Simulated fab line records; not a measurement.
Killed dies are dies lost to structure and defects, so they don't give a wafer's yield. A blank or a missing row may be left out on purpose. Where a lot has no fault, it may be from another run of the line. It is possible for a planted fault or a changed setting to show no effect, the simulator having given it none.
fab line records	flow gf180mcu
record lots=14	wafers=42	lastDay=34
route steps=602 shown V4@492 MIM@513 M5@530
lots with no fault: from the same line, run without faults
startH: start of the lot's first displayed wafer, in hours after the record's first day	waitH: hours elapsed since this lot's preceding step	" the same as in the row above	L1.1+2: a single row standing in for several wafers	- value missing, or start not given	* or withheld: withheld	< > ~ a bound
route shown NAME@n: names a module that has steps shown in the file, with the first one's number in the route	usual: mean and standard deviation over wafers with no fault	same: alike in all rows	chamber/n: place in a boat	sites: per-site readings	_std_site: standard deviation across them	_edge_site: outer sites' mean less inner sites'	radiusMm: for every site, how far away it sits from the centre of the wafer	mask NAME#n: copy n	behind: the most recent tool/chamber to have shaped the wafer	hold: cause of the lot's hold/its duration in hours/its outcome	device: transistor that didn't switch, given as n, p or np	end of line: the route-end tests of the same wafers	where a step has no rows: the recipe by itself	killed: dies lost to structure and defects at the first sort, not the wafer's yield	map: per-die view of a wafer (x killed, . not killed, _ where there is no die)
set.NAME: setting as actually run; set.NAME@STEP: the setting as run at that earlier step	model.NAME: the simulator's own value behind a step, which no gauge read
one table for each step of the route and one row for each wafer, over a sample of lots
services: from which hour (startH, from the record's first day; less than 0 if before it) a tool's chamber was out of use, for how many hours, and why
## steps
# step GF_V4_ETCH_16
# recipe chemistry=N2/H2	targetDepthA=withheld	overetchA=withheld	timeS=withheld	target=BARC	ionEnergyEv=200	sourceW=500	biasW=100	pressureMtorr=30	n2FlowSccm=100	h2FlowSccm=200
# usual drypumpMotorCurrentA=5.9/0.38	oesProductAu=0.854/0.0048	throttleValvePct=13.224/0.0094
lot.wafer	tool	chamber	startH	waitH	drypumpMotorCurrentA	oesProductAu	throttleValvePct
L616.4	rieDiel-02	1	572.85	0.0	6.3	0.852	13.213
L616.5	"	3	"	"	6.2	0.855	13.243
L616.6	"	0	"	"	5.7	0.849	13.224
L619.2	rieDiel-02	0	603.36	0.0	5.7	0.846	13.229
L619.4	"	3	"	"	6.2	0.849	13.234
L619.5	"	1	"	"	6.3	0.851	13.221
L620.1	rieDiel-02	1	608.74	0.0	6.3	0.863	13.215
L620.2	"	3	"	"	6.2	0.857	13.229
L620.3	"	0	"	"	5.7	0.847	13.236
L621.1	rieDiel-02	0	619.09	0.0	5.7	0.854	13.231
L621.4	"	3	"	"	6.2	0.857	13.228
L621.5	"	3	"	"	6.2	0.858	13.218
L622.1	rieDiel-02	2	632.10	0.0	5.5	0.857	13.217
L622.3	"	1	"	"	6.3	0.857	13.222
L622.4	"	3	"	"	6.2	0.857	13.210
L624.1	rieDiel-02	2	642.84	0.0	5.5	0.853	13.221
L624.2	"	0	"	"	5.7	0.855	13.227
L624.3	"	1	"	"	6.3	0.860	13.210
L625.1	rieDiel-02	2	650.69	0.0	5.5	0.849	13.220
L625.2	"	0	"	"	5.7	0.857	13.216
L625.6	"	3	"	"	6.2	0.859	13.248
L627.3	rieDiel-02	2	664.06	0.0	5.5	0.857	13.242
L627.5	"	2	"	"	5.5	0.859	13.226
L627.6	"	3	"	"	6.2	0.853	13.229
L628.3	rieDiel-02	3	667.45	0.0	6.2	0.850	13.227
L628.5	"	3	"	"	6.2	0.853	13.230
L628.6	"	2	"	"	5.5	0.850	13.210
L630.1	rieDiel-01	2	678.44	0.0	5.4	0.853	13.237
L630.5	"	2	"	"	5.5	0.857	13.225
L630.6	"	1	"	"	5.2	0.852	13.242
L629.1	rieDiel-01	3	680.98	0.0	6.4	0.849	13.242
L629.4	"	1	"	"	5.2	0.857	13.228
L629.6	"	2	"	"	5.5	0.862	13.219
L636.1	rieDiel-03	1	715.39	0.0	5.9	0.858	13.227
L636.4	"	2	"	"	6.5	0.847	13.210
L636.6	"	1	"	"	5.9	0.852	13.230
L637.3	rieDiel-03	3	718.90	0.0	5.7	0.857	13.233
L637.4	"	2	"	"	6.5	0.865	13.230
L637.5	"	0	"	"	5.7	0.860	13.231
L638.2	rieDiel-02	0	725.41	0.0	5.7	0.858	13.242
L638.4	"	1	"	"	6.3	0.846	13.233
L638.5	"	2	"	"	5.5	0.853	13.220
# step GF_MIM_RS_MEAS_10
# recipe thkMeasGauge=four-point-probe	reads=TiN_of_MIM_SPUTTER_09+AlCu_of_MIM_SPUTTER_08+TiN_of_MIM_SPUTTER_07
# usual MIM_ALCU_RS=0.1607/0.0019
lot.wafer	tool	chamber	startH	waitH	MIM_ALCU_RS[ohm/sq]
L616.4	filmMetro-01	-	574.69	0.1	0.1618
L616.5	"	-	"	"	0.1608
L616.6	"	-	"	"	0.1617
L619.2	filmMetro-01	-	605.35	0.0	0.1587
L619.4	"	-	"	"	0.1606
L619.5	"	-	"	"	0.1604
L620.1	filmMetro-04	-	610.55	0.0	0.1589
L620.2	"	-	"	"	0.1612
L620.3	"	-	"	"	0.1609
L621.1	filmMetro-02	-	620.89	0.0	0.1654
L621.4	"	-	"	"	0.1626
L621.5	"	-	"	"	0.1632
L622.1	filmMetro-01	-	633.95	0.0	0.1616
L622.3	"	-	"	"	0.1623
L622.4	"	-	"	"	0.1643
L624.1	filmMetro-04	-	644.74	0.0	0.1578
L624.2	"	-	"	"	0.1588
L624.3	"	-	"	"	0.1591
L625.1	filmMetro-01	-	653.28	0.0	0.1602
L625.2	"	-	"	"	0.1596
L625.6	"	-	"	"	0.1590
L627.3	filmMetro-02	-	665.91	0.1	0.1626
L627.5	"	-	"	"	0.1645
L627.6	"	-	"	"	0.1618
L628.3	filmMetro-02	-	669.40	0.1	0.1601
L628.5	"	-	"	"	0.1606
L628.6	"	-	"	"	0.1595
L630.1	filmMetro-02	-	680.21	0.0	0.1607
L630.5	"	-	"	"	0.1575
L630.6	"	-	"	"	0.1596
L629.1	filmMetro-04	-	682.75	0.0	0.1619
L629.4	"	-	"	"	0.1620
L629.6	"	-	"	"	0.1619
L636.1	filmMetro-02	-	717.44	0.0	0.1628
L636.4	"	-	"	"	0.1624
L636.6	"	-	"	"	0.1626
L637.3	filmMetro-04	-	720.83	0.1	0.1589
L637.4	"	-	"	"	0.1588
L637.5	"	-	"	"	0.1600
L638.2	filmMetro-02	-	727.20	0.0	0.1627
L638.4	"	-	"	"	0.1630
L638.5	"	-	"	"	0.1621
# step GF_MIM_METAL_ETCH_19
# recipe chemistry=Cl2/BCl3	maskMaterial=NOVOLAK	stopOn=Si3N4	targetDepthNm=324.5	pressureMtorr=8	icpW=800	biasW=140	Cl2_flow_sccm=80	bcl3FlowSccm=40	timeS=54.1
# usual drypumpMotorCurrentA=6.0/0.47	oesProductAu=0.940/0.0061	throttleValvePct=28.286/0.01
lot.wafer	tool	chamber	startH	waitH	drypumpMotorCurrentA	oesProductAu	rfHoursCounterH	throttleValvePct
L616.4	rieMetal-01	1	595.77	0.1	6.1	0.938	-	28.292
L616.5	"	1	"	"	6.2	0.941	-	28.282
L616.6	"	1	"	"	6.1	0.934	-	28.286
L619.2	rieMetal-03	1	625.70	0.1	5.2	0.950	11	28.281
L619.4	"	0	"	"	5.9	0.938	-	28.290
L619.5	"	1	"	"	5.2	0.942	-	28.284
L620.1	rieMetal-03	0	631.00	0.1	5.9	0.940	6	28.270
L620.2	"	1	"	"	5.2	0.938	11	28.285
L620.3	"	1	"	"	5.2	0.936	-	28.283
L621.1	rieMetal-03	0	641.17	0.1	5.9	0.941	6	28.303
L621.4	"	0	"	"	5.9	0.931	-	28.295
L621.5	"	0	"	"	5.9	0.943	-	28.289
L622.1	rieMetal-03	0	652.90	0.1	5.9	0.937	6	28.293
L622.3	"	0	"	"	5.9	0.938	-	28.300
L622.4	"	0	"	"	5.9	0.938	-	28.298
L624.1	rieMetal-02	0	664.40	0.1	5.6	0.954	13	28.285
L624.2	"	1	"	"	6.5	0.937	5	28.275
L624.3	"	1	"	"	6.5	0.939	-	28.280
L625.1	rieMetal-03	0	672.52	0.1	5.9	0.948	7	28.275
L625.2	"	1	"	"	5.2	0.938	0	28.275
L625.6	"	1	"	"	5.2	0.949	-	28.282
L627.3	rieMetal-01	0	684.32	0.1	6.4	0.937	-	28.268
L627.5	"	0	"	"	6.4	0.941	-	28.294
L627.6	"	1	"	"	6.1	0.939	-	28.289
L628.3	rieMetal-03	1	688.62	0.1	5.2	0.935	-	28.270
L628.5	"	0	"	"	5.9	0.939	-	28.277
L628.6	"	1	"	"	5.2	0.940	-	28.285
L630.1	rieMetal-02	0	699.30	0.1	5.6	0.939	14	28.292
L630.5	"	1	"	"	6.5	0.937	-	28.275
L630.6	"	0	"	"	5.6	0.936	-	28.282
L629.1	rieMetal-02	1	701.51	0.1	6.5	0.936	6	28.295
L629.4	"	1	"	"	6.5	0.936	-	28.290
L629.6	"	1	"	"	6.5	0.940	-	28.287
L636.1	rieMetal-01	0	734.55	0.1	6.4	0.946	5	28.286
L636.4	"	0	"	"	6.4	0.941	-	28.278
L636.6	"	0	"	"	6.4	0.943	-	28.287
L637.3	rieMetal-01	0	738.05	0.1	6.3	0.942	-	28.290
L637.4	"	0	"	"	6.4	0.946	-	28.277
L637.5	"	0	"	"	6.4	0.940	-	28.280
L638.2	rieMetal-02	1	744.05	0.1	6.5	0.933	9	28.279
L638.4	"	0	"	"	5.6	0.923	-	28.295
L638.5	"	1	"	"	6.5	0.937	-	28.277
# step GF_M5_EXPOSE_04
# recipe maskId=Metal5	targetCdNm=280	na=0.68	sourceShape=conventional	sigmaOuter=0.6	doseMj=28
# usual exposureDoseMJCm2=28.004/0.026	focusOffsetNm=0.1/0.56
lot.wafer	tool	chamber	startH	waitH	mask	exposureDoseMJCm2	focusOffsetNm
L616.4	krfScanner-01	0	606.72	-	Metal5#0	27.996	-0.5
L616.5	"	0	"	"	Metal5#0	27.986	0.3
L616.6	"	0	"	"	Metal5#0	27.992	0.8
L619.2	krfScanner-02	0	636.00	-	Metal5#0	28.027	-0.1
L619.4	"	0	"	"	Metal5#0	28.009	-0.2
L619.5	"	0	"	"	Metal5#0	28.033	-0.6
L620.1	krfScanner-02	0	641.77	-	Metal5#0	28.007	-0.2
L620.2	"	0	"	"	Metal5#0	28.009	-0.1
L620.3	"	0	"	"	Metal5#0	27.995	0.0
L621.1	krfScanner-01	0	651.52	-	Metal5#0	27.967	-0.9
L621.4	"	0	"	"	Metal5#0	27.987	-0.3
L621.5	"	0	"	"	Metal5#0	28.004	-0.9
L622.1	krfScanner-01	0	664.07	-	Metal5#0	28.024	-0.4
L622.3	"	0	"	"	Metal5#0	28.044	-0.9
L622.4	"	0	"	"	Metal5#0	28.038	-1.0
L624.1	krfScanner-02	0	674.51	-	Metal5#0	28.020	-0.3
L624.2	"	0	"	"	Metal5#0	28.004	-0.2
L624.3	"	0	"	"	Metal5#0	27.951	-0.2
L625.1	krfScanner-02	0	682.47	-	Metal5#0	27.992	-0.4
L625.2	"	0	"	"	Metal5#0	28.022	-1.0
L625.6	"	0	"	"	Metal5#0	28.011	-0.1
L627.3	krfScanner-01	0	694.42	-	Metal5#0	27.959	-0.1
L627.5	"	0	"	"	Metal5#0	27.972	-0.1
L627.6	"	0	"	"	Metal5#0	27.965	0.9
L628.3	krfScanner-02	0	699.23	-	Metal5#0	27.963	0.0
L628.5	"	0	"	"	Metal5#0	27.989	0.1
L628.6	"	0	"	"	Metal5#0	27.998	0.8
L630.1	krfScanner-02	0	708.88	-	Metal5#0	28.003	-0.2
L630.5	"	0	"	"	Metal5#0	28.016	0.2
L630.6	"	0	"	"	Metal5#0	28.008	0.0
L629.1	krfScanner-01	0	711.24	-	Metal5#0	27.982	1.1
L629.4	"	0	"	"	Metal5#0	28.021	0.6
L629.6	"	0	"	"	Metal5#0	27.986	1.2
L636.1	krfScanner-01	-	743.63	-	Metal5#0	-	-
L636.4	"	-	"	"	Metal5#0	-	-
L636.6	"	-	"	"	Metal5#0	-	-
L637.3	krfScanner-01	-	747.30	-	Metal5#0	-	-
L637.4	"	-	"	"	Metal5#0	-	-
L637.5	"	-	"	"	Metal5#0	-	-
L638.2	krfScanner-02	0	753.39	-	Metal5#0	28.020	0.3
L638.4	"	0	"	"	Metal5#0	27.997	-0.1
L638.5	"	0	"	"	Metal5#0	27.993	0.3
## services
tool	chamber	startH	hours	kind
rieMetal-03	0	549.13	4.3	repair
rieDiel-03	0	557.79	5.5	repair
krfScanner-02	-	561.41	4.4	pm
rieMetal-02	0	562.30	4.9	repair
krfScanner-01	-	573.35	0.8	pm
rieDiel-01	0	578.84	7.4	repair
krfScanner-01	-	584.11	1.3	pm
krfScanner-02	-	585.67	1.3	pm
rieMetal-03	-	595.78	2.8	pm
krfScanner-01	-	625.61	0.2	repair
rieDiel-01	0	630.49	126.8	repair
rieDiel-03	-	637.10	14.6	pm
krfScanner-02	-	642.30	2.7	repair
rieDiel-02	3	643.07	2.5	repair
krfScanner-02	-	647.27	0.8	pm
rieMetal-02	1	648.53	4.9	repair
krfScanner-01	-	671.80	0.6	repair
krfScanner-01	-	690.71	1.0	pm
krfScanner-02	-	704.22	1.0	pm
rieMetal-03	1	714.30	3.6	repair
rieMetal-03	0	714.33	29.6	repair
krfScanner-01	-	721.35	1.2	repair
krfScanner-01	-	742.04	0.8	pm
rieMetal-02	-	748.88	0.2	repair
## key
firstSign step=GF_M5_EXPOSE_04	reading=toolRecord	direction=missing
effect none on later readings
metAt GF_M5_EXPOSE_04
struckLots L636,L637
laterRowsLeftOut L636.1,L636.4,L636.6,L637.3,L637.4,L637.5
sortLeftOut L636.1,L636.4,L636.6,L637.3,L637.4,L637.5
notActingAt GF_V4_ETCH_16,GF_MIM_RS_MEAS_10,GF_MIM_METAL_ETCH_19
onsetBetween 711.24 743.63
fault kind=skippedStepWhole	tool=krfScanner-01	chamber=-	onsetH=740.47	steps=GF_M5_EXPOSE_04	scope=struckLotsOnly
# sortLeftOut: the simulated sort isn't trusted on such a fault, so these wafers' sort isn't shown, and their yield isn't known
# laterRowsLeftOut: the simulator's readings of these wafers behind a module that went badly wrong aren't trusted and aren't shown, but for the sort
